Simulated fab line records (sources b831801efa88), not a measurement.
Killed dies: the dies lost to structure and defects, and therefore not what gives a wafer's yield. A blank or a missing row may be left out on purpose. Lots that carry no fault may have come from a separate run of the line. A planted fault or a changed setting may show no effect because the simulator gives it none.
Split-lot trial | flow sky130 | on a route of 708 steps: 5 lots, 27 wafers read

## THE SPLIT ITSELF
At SKY_VIA3_HDPCVD_00 (deposits SiO2, target thk 1635 nm, time 272.5 s), the setting time_s was moved away from the recipe's 272.5 s on 12 of the 27 wafers read, by -35.3% to +52.0%. This setting was run at the recipe's value on the other wafers.

The file shows no step between the split and the reading.

## THE READING
VIA3_HDPCVD_THK at SKY_VIA3_THK_MEAS_01, in nm. A value of 1625 nm with a standard deviation of 25 nm is what fault-free wafers of this fab line usually give.

wafer  | tool, chamber at the split | time_s as run, s | against the recipe | VIA3_HDPCVD_THK, nm | against lot-mates on the recipe
L074.1 | hdpcvd-02, 1               | 354.6            | +30.1%             | 2098                | +490
L074.2 | hdpcvd-02, 2               | 272.5            | recipe             | 1626                | -
L074.3 | hdpcvd-02, 0,1             | 354.6            | +30.1%             | 2094                | +486
L074.4 | hdpcvd-02, 0               | 272.5            | recipe             | 1601                | -
L074.5 | hdpcvd-02, 2               | 272.5            | recipe             | 1598                | -
L074.6 | hdpcvd-02, 0,1             | 354.6            | +30.1%             | 2095                | +487
L076.3 | hdpcvd-02, 1               | 272.5            | recipe             | 1616                | -
L076.4 | hdpcvd-02, 1               | 272.5            | recipe             | 1589                | -
L076.5 | hdpcvd-02, 2               | 272.5            | recipe             | 1615                | -
L081.1 | hdpcvd-02, 2               | 272.5            | recipe             | 1621                | -
L081.2 | hdpcvd-02, 0               | 272.5            | recipe             | 1613                | -
L081.3 | hdpcvd-02, 1               | 196.9            | -27.7%             | 1138                | -481
L081.4 | hdpcvd-02, 1               | 196.9            | -27.7%             | 1165                | -454
L081.5 | hdpcvd-02, 2               | 272.5            | recipe             | 1623                | -
L081.6 | hdpcvd-02, 0               | 196.9            | -27.7%             | 1152                | -467
L082.1 | hdpcvd-01, 2               | 272.5            | recipe             | 1650                | -
L082.2 | hdpcvd-01, 0               | 414.3            | +52.0%             | 2504                | +858
L082.3 | hdpcvd-01, 1               | 272.5            | recipe             | 1636                | -
L082.4 | hdpcvd-01, 2               | 272.5            | recipe             | 1653                | -
L082.5 | hdpcvd-01, 1               | 414.3            | +52.0%             | 2504                | +858
L082.6 | hdpcvd-01, 0               | 414.3            | +52.0%             | 2496                | +850
L084.1 | hdpcvd-01, 2,0             | 176.4            | -35.3%             | 1054                | -585
L084.2 | hdpcvd-01, 0               | 272.5            | recipe             | 1645                | -
L084.3 | hdpcvd-01, 1               | 176.4            | -35.3%             | 1072                | -567
L084.4 | hdpcvd-01, 2               | 272.5            | recipe             | 1631                | -
L084.5 | hdpcvd-01, 2,0             | 176.4            | -35.3%             | 1055                | -584
L084.6 | hdpcvd-01, 1               | 272.5            | recipe             | 1640                | -
The file does not say which wafer passed through which chamber wherever a row lists several chambers: such a row stands for several wafers.

THE FIT
A straight line over all 27 wafers: VIA3_HDPCVD_THK changes by +16.5 nm for each +1% of time_s; r = +1.00; the points scatter about the line by 20 nm.
The same after taking each lot's own level away (the mean of its wafers on the recipe; 27 wafers): +16.4 nm for each +1%; r = +1.00; scatter 9.7 nm.
That fit puts the effect of the largest move of time_s on the reading at 8.6e+02 nm.
Across the lots, their own levels run from 1606.7 to 1646.3 nm, a range of 1.6 times the standard deviation given above.
Consequently the slope shifts little with the lot-to-lot level, the two slopes agreeing.
Check: with one of the wafers moved furthest among these (+52.0%) left out of the fit, the line predicts +853 nm for it against its lot-mates. It came out at +858 nm against them.

## THE OTHER SPLITS THESE WAFERS WENT THROUGH
Before the reading, these wafers also passed through other splits. Each is held against what the fit with the lots' levels taken away leaves over:
other split on the same wafers | wafers away from the commonest value | r with VIA3_HDPCVD_THK (lot level and that fit taken away)
SKY_CAPM_SPUTTER_02 time_s     | 9                                    | -0.03

## THE WHOLE CHAIN: every reading that the file lists as answering this split, in the file's order
step                 | what it does                                    | reading                                                                        | change (the file's fit)              | r (the file's)
SKY_VIA3_HDPCVD_00   | deposits SiO2, target thk 1635 nm, time 272.5 s | SiO2_of_VIA3_HDPCVD_00.thk_nm (the simulator's own value, which no gauge read) | +16.5 nm for each +1% of the setting | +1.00
SKY_VIA3_THK_MEAS_01 |                                                 | VIA3_HDPCVD_THK                                                                | +16.4 for each +1% of the setting    | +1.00

## THE FILE'S OWN FIT
VIA3_HDPCVD_THK changes by +16.4 nm for each +1% of time_s, r = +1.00.
